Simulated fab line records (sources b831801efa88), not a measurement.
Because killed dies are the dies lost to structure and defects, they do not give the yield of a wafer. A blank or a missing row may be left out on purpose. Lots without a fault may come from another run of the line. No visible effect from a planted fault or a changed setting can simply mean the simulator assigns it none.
Comparing a struck lot with a sound one :: flow sky130 :: 15 steps out of a route of 708
Sound: the wafers L423.1, L423.2, L423.3. Wafers L426.1, L426.3, L426.4 were the ones struck. The cause comes at the end.
At each step with rows: each side's tool, then ch and its chambers, then its first start. Under that, the readings that differ: sound wafers :: struck wafers :: difference of the means :: sigmas: that difference in standard deviations of wafers without a fault.
alike: words and numbers the same on both sides, and readings whose means are apart by under 2 such deviations; not compared: readings that were withheld, readings missing a value for some wafer, numbers with overlapping values and no deviation given by the record, and bounds like >300 which may hide the same value.
The two part at a step that has a row with sigmas, a row that says differs or no value, or rows on one side only. When numbers do not overlap yet have no deviation, they are printed without sigmas and do not part them. Lack of a reading on every wafer of one side parts them only where that side has two or more wafers.

first, 8 steps without rows for these wafers: SKY_POLY_GATE_DEHYDRATE_05 (time 60 s); SKY_POLY_GATE_HMDS_06 (prime time 60 s); SKY_POLY_GATE_COAT_07 (resist thk 110 nm); SKY_POLY_GATE_COAT_08 (resist thk 450 nm); SKY_POLY_GATE_SOFTBAKE_09 (time 90 s); SKY_POLY_GATE_EXPOSE_10 (exposes mask P1M, target cd 150 nm); SKY_POLY_GATE_PEB_11; SKY_POLY_GATE_DEVELOP_12 (develop time 60 s).
SKY_POLY_GATE_CD_MEAS_13 targets a cd of 150 nm.
  sound on cd sem-02, day 21 10:46; struck on cd sem-01, day 22 18:52
  alike: cd nm
SKY_POLY_GATE_OVL_MEAS_14:
  sound on overlay-02, day 21 10:53; struck on overlay-02, day 22 18:59
  alike: POLY_GATE_OVL
SKY_POLY_GATE_ETCH_15: etches BARC in N2/H2, stops on SiO2, time 118.5 s, target depth 110 nm.
  sound on rie diel-04 ch 0,1,2, day 21 10:55; struck on rie diel-01 ch 1,2,3, day 22 19:02
  alike: drypump motor current A, oes product au, rf fwd power W, throttle valve pct
  not compared: rf hours counter h
SKY_POLY_GATE_ETCH_16: etches Si3N4 in CH3F/O2, stops on poly-Si, time 147.5 s, target depth 75 nm.
  sound on rie diel-04 ch 0,1,2, day 21 11:00; struck on rie diel-01 ch 1,2,3, day 22 19:07
  alike: drypump motor current A, oes product au, rf fwd power W, throttle valve pct
  not compared: rf hours counter h
SKY_POLY_GATE_ETCH_17: etches poly-Si in HBr/Cl2, stops on SiO2, target depth 180 nm, time 70.5 s.
  sound on rie si-01 ch 0,2,3, day 21 11:05; struck on rie si-02 ch 0,1,2, day 22 19:13
reading: rf fwd power W (W)
sound: 397.2 397.4 397.4
struck: 462.0 463.7 462.7
difference: +65.5
sigmas: +39

reading: model.KrF-thick_of_POLY_GATE_COAT_08.thk nm (nm)
sound: 143 143.1 145.3
struck: 133.6 135.7 136.7
difference: -8.5
sigmas: 
  alike: drypump motor current A, oes product au, throttle valve pct
  not compared: rf hours counter h, model.POLY_GATE.feature depth nm, model.etch.depth nm
SKY_POLY_GATE_STRIP_18: strips in O2/N2.
  sound on plasma asher-03 ch 0,1, day 21 11:09; struck on plasma asher-03 ch 0,1, day 22 19:16
reading: strip time to endpoint s (s)
sound: 3.20 3.20 3.22
struck: 3.11 3.13 3.14
difference: -0.08
sigmas: -2
  alike: drypump motor current A, oes product au
  not compared: rf hours counter h
SKY_PAD_OPEN_PROBE_99:
  rows exist in the record for the sound wafers here (prober-01, day 49 07:46), none for the struck ones

## WHERE THEY PART
First at SKY_POLY_GATE_ETCH_17; last, within this record, at SKY_PAD_OPEN_PROBE_99.

WHY: whatever the simulator had introduced
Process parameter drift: rie si-02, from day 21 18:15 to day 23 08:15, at SKY_POLY_GATE_ETCH_17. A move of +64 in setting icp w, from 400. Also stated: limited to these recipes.
